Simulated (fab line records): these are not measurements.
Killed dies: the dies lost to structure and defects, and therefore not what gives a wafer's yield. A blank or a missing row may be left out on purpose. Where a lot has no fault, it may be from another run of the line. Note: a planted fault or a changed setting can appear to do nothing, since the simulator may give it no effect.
Struck lot and sound lot, side by side | flow gf180mcu | 18 out of 602 route steps
Sound: these wafers, L382.3, L382.5, L382.6. Wafers L390.1, L390.2, L390.3 were the ones struck. The cause is named last.
Order at every step that has rows: each side's tool, ch and its chambers, its first start. Under that, the readings that differ: sound wafers | struck wafers | difference of the means | sigmas: that difference in standard deviations of wafers without a fault.
alike: readings whose means differ by less than 2 such deviations, and words and numbers that are the same on both sides. not compared: withheld readings, readings that some wafer has no value for, bounds like >300 that may hide the same value, and numbers for which the record gives no deviation and whose values overlap.
A row with sigmas, a row that says differs or no value, or rows on one side alone: a step with any of these is where the two part. When numbers do not overlap yet have no deviation, they are printed without sigmas and do not part them. A reading missing from all wafers of one side parts the sides only when that side holds two or more wafers.

first, 1 step without rows for these wafers: GF_HV_LDD_CLEAN_51 (cleans in SC1/SC2, time 150 s).
GF_HV_LDD_RTA_52: time 10 s.
  sound on rtpAnneal-02 ch 0, day 13 13:01; struck on rtpAnneal-02 ch 0, day 15 16:41
  alike: lampPowerPct, wafer_temp_C_max
GF_HV_LDD_RS_MEAS_53: the measuring method here is four-point-probe.
  sound: filmMetro-03 at day 13 13:06; struck: filmMetro-01 at day 15 16:46
  alike: HV_LDD_RS
then, 1 step without rows for these wafers: GF_HV_LDD_CVD_54 (deposits SiO2 from TEOS, target thk 10 nm, time 75 s).
GF_HV_LDD_THK_MEAS_55:
  sound: filmMetro-01 at day 13 14:13; struck: filmMetro-01 at day 15 18:14
  alike: HV_LDD_CVD_54_THK
then, 1 step without rows for these wafers: GF_HV_LDD_CVD_56 (deposits Si3N4 from DCS/NH3, target thk 90 nm, time 1543 s).
GF_HV_LDD_THK_MEAS_57:
  sound: filmMetro-03 at day 13 16:40; struck: filmMetro-03 at day 15 19:43
  alike: HV_LDD_CVD_56_THK
GF_HV_LDD_ETCHBACK_58: etches Si3N4 in CH3F/O2, stops on SiO2, time 100 s, target depth 90 nm.
  sound on rieDiel-03 ch 1,2,3, day 13 16:43; struck on rieDiel-03 ch 0,1,3, day 15 19:47
  alike: drypumpMotorCurrentA, oesProductAu, throttleValvePct
  not compared: rfHoursCounterH
then, 4 steps without rows for these wafers: GF_NSD_DEHYDRATE_00 (time 60 s); GF_NSD_HMDS_01 (prime time 60 s); GF_NSD_COAT_02 (resist thk 1000 nm); GF_NSD_SOFTBAKE_03 (time 60 s).
GF_NSD_EXPOSE_04: exposes mask Nplus, target cd 400 nm.
  sound on ilineStepper-01 ch 0, day 14 02:31; struck on ilineStepper-01 ch 0, day 16 06:10
reading                   | sound                   | struck            | difference | sigmas
model.NSD.overlayXNm (nm) | -0.6482 -0.6482 -0.6482 | 185.7 185.7 185.7 | +186.3     | 
  alike: mask
then, 2 steps without rows for these wafers: GF_NSD_PEB_05; GF_NSD_DEVELOP_06 (develop time 60 s).
GF_NSD_CD_MEAS_07: the cd target is 400 nm.
  sound: cdSem-01 at day 14 13:17; struck: cdSem-02 at day 16 17:16
  alike: cdNm
GF_NSD_OVL_MEAS_08:
  sound: overlay-01 at day 14 13:23; struck: overlay-02 at day 16 17:35
reading      | sound          | struck            | difference | sigmas
NSD_OVL (nm) | -0.1 -2.0 -0.4 | 183.5 185.9 186.1 | +186.0     | +99 or more
  not compared: hold
GF_PASSIVATION_PROBE_99:
  the record holds rows for the sound wafers here (prober-01, day 30 02:24) but none for the struck ones

== WHERE THEY PART ==
Last at GF_PASSIVATION_PROBE_99 as far as this record goes, first at GF_NSD_OVL_MEAS_08.

WHY: what the simulator had put in
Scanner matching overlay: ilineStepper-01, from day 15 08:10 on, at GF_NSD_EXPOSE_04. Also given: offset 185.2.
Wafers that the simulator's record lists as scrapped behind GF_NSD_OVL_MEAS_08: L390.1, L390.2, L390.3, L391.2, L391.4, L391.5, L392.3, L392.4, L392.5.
